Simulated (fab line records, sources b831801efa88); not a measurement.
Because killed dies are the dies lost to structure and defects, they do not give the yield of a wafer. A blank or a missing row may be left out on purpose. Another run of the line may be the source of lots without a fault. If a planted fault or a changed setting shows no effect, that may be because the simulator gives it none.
Which tool was responsible? -- flow sky130 -- 11 lots with 33 wafers sampled at 4 steps, on a route of 708 steps

WHAT THE GAUGES SHOWED, per wafer
SKY_VIA1_THK_MEAS_01.
lot,measured,on,VIA1_HDPCVD_THK (nm)
L428,day 34 08:59,filmMetro-03,1025 1011 1014
L429,day 34 10:39,filmMetro-03,1016 1029 1009
L431,day 35 05:46,filmMetro-04,1048 1037 1030
L433,day 35 16:55,filmMetro-01,1033 1021 1041
L436,day 36 14:56,filmMetro-03,1017 1022 1025
L437,day 36 19:59,filmMetro-04,1023 1026 1039
L439,day 37 04:20,filmMetro-04,1032 1021 1014
L440,day 37 17:09,filmMetro-01,1017 1019 1007
L441,day 37 18:22,filmMetro-04,1025 1009 867
L442,day 37 23:38,filmMetro-04,876 1012 1016
L449,day 39 23:18,filmMetro-01,1028 1022 1030

WHICH TOOL RAN EACH LOT (tool, then ch and the chambers of the sampled wafers, then the start)
lot,SKY_LOCAL_INTERCONNECT_STRIP_15,SKY_CONTACT_ETCH_16,SKY_VIA1_HDPCVD_00
L428,"plasmaAsher-04 ch 0,1, day 31 21:10","rieDiel-04 ch 1,3, day 33 02:52","hdpcvd-02 ch 0,1,2, day 34 08:52"
L429,"plasmaAsher-04 ch 0,1, day 31 23:19","rieDiel-04 ch 1,2, day 33 04:49","hdpcvd-01 ch 1,2, day 34 10:32"
L431,"plasmaAsher-04 ch 0,1, day 32 20:31","rieDiel-03 ch 0,1,3, day 34 00:52","hdpcvd-02 ch 0,1,2, day 35 05:38"
L433,"plasmaAsher-02 ch 0, day 33 06:28","rieDiel-01 ch 0,2,3, day 34 10:52","hdpcvd-01 ch 0,1,2, day 35 16:48"
L436,"plasmaAsher-04 ch 0,1, day 34 05:32","rieDiel-04 ch 1,2,3, day 35 09:14","hdpcvd-02 ch 0,1, day 36 14:46"
L437,"plasmaAsher-04 ch 0,1, day 34 10:20","rieDiel-01 ch 0,1,2, day 35 14:40","hdpcvd-01 ch 0,1, day 36 19:52"
L439,"plasmaAsher-01 ch 0,1, day 34 19:13","rieDiel-04 ch 0,1,3, day 35 22:43","hdpcvd-01 ch 0,1,2, day 37 04:13"
L440,"plasmaAsher-01 ch 0,1, day 35 06:53","rieDiel-03 ch 1,2, day 36 11:17","hdpcvd-02 ch 0,1, day 37 16:59"
L441,"plasmaAsher-01 ch 1, day 35 08:22","rieDiel-01 ch 0,2, day 36 12:19","hdpcvd-01 ch 0,1,2, day 37 18:15"
L442,"plasmaAsher-02 ch 0,1, day 35 13:10","rieDiel-03 ch 1,2,3, day 36 17:22","hdpcvd-01 ch 0,1,2, day 37 23:32"
L449,"plasmaAsher-04 ch 0,1, day 37 17:04","rieDiel-03 ch 0,2,3, day 38 19:31","hdpcvd-02 ch 0,1, day 39 23:08"
- SKY_LOCAL_INTERCONNECT_STRIP_15: strips in O2/N2.
- SKY_CONTACT_ETCH_16: etches BARC in N2/H2, stops on SiO2, time 45.9 s, target depth 60 nm.
- SKY_VIA1_HDPCVD_00: deposits SiO2, target thk 1030 nm, time 171.7 s.

THE ANSWER, worked out from the rows above alone
Rule: usual is defined by the lots themselves. The widest of any qualifying gaps counts: lots, ordered by their means at a reading, are off when they make up no more than a third of the lots, leave a main group of 4 or more, and stand apart from it by 3 or more times the standard deviation of that group's means. A main group is skipped when, at the precision printed for the reading in the tables above, its means are all equal. Also off: a lot with no number at a reading for which 4 or more lots have one. Where the step has rows for the other lots, those lots are counted as sound.
Off: L441, L442, seen at SKY_VIA1_THK_MEAS_01 (VIA1_HDPCVD_THK). The main group has a mean of 1024 nm with a standard deviation of 7.4.
A tool fits if, at a process step before that reading, it ran every lot that is off, and no sound lot after the first of them. Gauges at SKY_VIA1_THK_MEAS_01: tried the same way as those tools. This does not decide it: 2 tools fit, namely hdpcvd-01 at SKY_VIA1_HDPCVD_00 and filmMetro-04 at SKY_VIA1_THK_MEAS_01.

WHAT THE SIMULATOR HAD PUT IN
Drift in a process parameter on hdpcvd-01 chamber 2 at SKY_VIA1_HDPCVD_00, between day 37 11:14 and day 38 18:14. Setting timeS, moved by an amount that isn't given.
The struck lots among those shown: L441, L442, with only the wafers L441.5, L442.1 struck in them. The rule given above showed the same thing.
